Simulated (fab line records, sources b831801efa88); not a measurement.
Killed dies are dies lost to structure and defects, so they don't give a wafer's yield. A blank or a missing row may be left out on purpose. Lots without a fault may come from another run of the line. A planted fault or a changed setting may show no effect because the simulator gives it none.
One fault seen from 2 desks | flow gf180mcu | each desk has only its own numbers; what lay behind them comes last

THE TOOL OWNER'S DESK: implanter-04
The tool's own readings at GF_VT_IMPLANT_IMPLANT_30: means of the sampled wafers that have a number, for each lot that ran on this tool. A lot is out of limits, marked OUT, if its mean lies more than 4 standard deviations from the usual mean; the brackets give that distance.
Columns: A = dose_ions_cm2 at GF_VT_IMPLANT_IMPLANT_30, usual 2.5337e+12; B = faraday_current_uA at GF_VT_IMPLANT_IMPLANT_30, usual 14.30
lot  | first seen here | A                            | B
L403 | day 7 21:27     | 2.5319e+12                   | 14.43
L409 | day 9 13:33     | 2.5373e+12                   | 14.39
L412 | day 10 03:10    | 2.5321e+12                   | 14.19
L414 | day 10 19:29    | 3.9887e+12 (+99 or more) OUT | 22.38 (+29) OUT
L415 | day 11 01:24    | 3.9840e+12 (+99 or more) OUT | 22.47 (+29) OUT
L417 | day 11 14:08    | 3.9899e+12 (+99 or more) OUT | 22.05 (+28) OUT
This desk's finding: out of limits on L414, L415, L417; first on L414, day 10 19:29 (dose_ions_cm2 at GF_VT_IMPLANT_IMPLANT_30). In limits: L403, L409, L412.

THE METROLOGY DESK
What the gauges read, lot by lot, whatever tool the lot ran on: means of the sampled wafers that have a number. A lot is out of limits, marked OUT, if its mean lies more than 4 standard deviations from the usual mean; the brackets give that distance.
Columns: A = LVPWELL_OVL at GF_LVPWELL_OVL_MEAS_07, usual 0.3 nm; B = VT_IMPLANT_3_TW at GF_VT_IMPLANT_TW_MEAS_32, usual 270.8; C = DUAL_GATE_OVL at GF_DUAL_GATE_OVL_MEAS_11, usual 0.0 nm
lot  | first seen here | A    | B               | C
L399 | day 3 19:25     | -0.9 | 271.3           | -1.4
L403 | day 4 17:38     | 1.0  | 271.6           | -0.3
L404 | day 5 04:01     | -1.1 | 272.8           | -0.4
L405 | day 5 06:49     | -0.4 | 273.0           | -1.7
L408 | day 5 23:46     | -1.1 | 271.7           | -0.7
L409 | day 6 04:16     | 0.6  | 264.0           | 1.9
L412 | day 6 19:20     | 0.8  | 273.6           | 1.3
L413 | day 7 04:56     | -0.6 | 272.8           | 0.3
L414 | day 7 09:22     | 1.7  | 310.8 (+14) OUT | 0.9
L415 | day 7 14:05     | -1.4 | 304.5 (+12) OUT | 0.1
L416 | day 7 22:20     | 1.8  | 272.2           | 2.9
L417 | day 8 01:29     | -0.5 | 309.8 (+14) OUT | -2.5
L422 | day 9 04:40     | 0.6  | 272.1           | 0.6
This desk's finding: out of limits on L414, L415, L417; first on L414, day 10 19:44 (VT_IMPLANT_3_TW at GF_VT_IMPLANT_TW_MEAS_32). In limits: L399, L403, L404, L405, L408, L409, L412, L413, L416, L422.

PUT TOGETHER
The tool owner's desk could have raised an alarm at day 10 19:29, on L414, L415, L417.
The metrology desk could have raised an alarm at day 10 19:44, on L414, L415, L417.
Of the lots named, all ran GF_VT_IMPLANT_IMPLANT_30 on implanter-04.

WHAT THE SIMULATOR HAD PUT IN
Process parameter drift: implanter-04, from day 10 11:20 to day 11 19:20, at GF_VT_IMPLANT_IMPLANT_30. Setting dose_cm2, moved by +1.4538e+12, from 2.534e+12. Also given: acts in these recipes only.
Lots struck among those shown: L414, L415, L417.
Hours from the fault's start to each desk's first reading out of limits: the tool owner's desk, 8; the metrology desk, 8.
